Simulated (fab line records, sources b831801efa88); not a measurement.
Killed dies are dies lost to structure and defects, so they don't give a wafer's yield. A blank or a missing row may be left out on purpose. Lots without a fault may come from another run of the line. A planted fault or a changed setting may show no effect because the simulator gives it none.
A struck lot beside a sound one | flow sfq_line | 13 steps out of a route of 325
Sound: wafers L609.1, L609.3, L609.5. Struck: wafer L621.3. (L621.4, L621.6 of the same lot were not struck and are left out.) The cause comes at the end.
At each step with rows: each side's tool, then ch and its chambers, then its first start. Under that, the readings that differ: sound wafers | struck wafers | difference of the means | sigmas: that difference in standard deviations of wafers without a fault.
alike: readings whose means differ by less than 2 such deviations, and words and numbers that are the same on both sides. not compared: withheld readings, readings that some wafer has no value for, bounds like >300 that may hide the same value, and numbers for which the record gives no deviation and whose values overlap.
The two part at a step that has a row with sigmas, a row that says differs or no value, or rows on one side only. Numbers that don't overlap but have no deviation are shown without sigmas and don't part them. A reading that every wafer of one side lacks parts them only if that side has two wafers or more.

first, 6 steps without rows for these wafers: SFQ_TRILAYER_M1_LITHO_COAT_044 (resist thk 62 nm); SFQ_TRILAYER_M1_LITHO_COAT_039 (resist thk 600 nm); SFQ_TRILAYER_M1_LITHO_SOFTBAKE_043; SFQ_TRILAYER_M1_LITHO_EXPOSE_040 (exposes mask M1, target cd 500 nm); SFQ_TRILAYER_M1_LITHO_PEB_042 (peb time 60 s); SFQ_TRILAYER_M1_LITHO_DEVELOP_041 (time 60 s).
SFQ_M1_OVL_MEAS_911:
  sound on overlay-01, day 19 02:31; struck on overlay-02, day 20 18:43
  alike: M1_OVL
SFQ_TRILAYER_M1_BARC_OPEN_METAL_ETCH_054: etches BARC in O2, target depth 125 nm, time 41.7 s.
  sound on rie_metal-01 ch 0, day 19 02:34; struck on rie_metal-04 ch 1, day 20 18:45
  alike: drypump_motor_current_A, oes_product_au
  not compared: rf_hours_counter_h
SFQ_TRILAYER_M1_ETCH_METAL_ETCH_042: etches Nb in Cl2/Ar, stops on SiO2, target depth 240 nm, time 120 s.
  sound on rie_metal-01 ch 0, day 19 02:37; struck on rie_metal-04 ch 1, day 20 18:50
  alike: drypump_motor_current_A, oes_product_au
  not compared: rf_hours_counter_h
SFQ_TRILAYER_M1_STRIP_STRIP_043: strips in O2.
  sound on rie_metal-01 ch 0, day 19 02:44; struck on rie_metal-04 ch 1, day 20 19:07
  reading               | sound             | struck | difference | sigmas
  oes_product_au (a.u.) | 1.008 0.999 1.012 | 0.987  | -0.019     | -2
  alike: drypump_motor_current_A
  not compared: rf_hours_counter_h
then, 1 step without rows for these wafers: SFQ_TRILAYER_M1_STRIP_SOLV_CLEAN_044 (cleans in NMP, time 600 s).
SFQ_TRILAYER_I1_DEP_PECVD_045: deposits SiO2 from SiH4/N2O, time 111.11 s, target thk 500 nm.
  sound on pecvd-04 ch 0,2, day 19 03:31; struck on pecvd-04 ch 1, day 20 19:41
  reading                                             | sound             | struck | difference | sigmas
  run_length_s (s)                                    | 139.0 139.7 138.8 | 144.0  | +4.8       | +9
  model.SiO2_of_TRILAYER_I1_DEP_PECVD_045.thk_nm (nm) | 490.3 496.5 495.1 | 519.9  | +25.9      |
  alike: heater_power_w, throttle_valve_pct
SFQ_TRILAYER_I1_CMP_CMP_046: polishes SiO2.
  sound on cmp-02 ch 2,3, day 19 04:15; struck on cmp-02 ch 3, day 20 23:43
  reading                | sound       | struck | difference | sigmas
  time_to_endpoint_s (s) | 204 198 200 | 225    | +24        | +3
  alike: motor_current_A

WHERE THEY PART
First at SFQ_TRILAYER_M1_STRIP_STRIP_043; last, within this record, at SFQ_TRILAYER_I1_CMP_CMP_046.

WHY: what the simulator had put in
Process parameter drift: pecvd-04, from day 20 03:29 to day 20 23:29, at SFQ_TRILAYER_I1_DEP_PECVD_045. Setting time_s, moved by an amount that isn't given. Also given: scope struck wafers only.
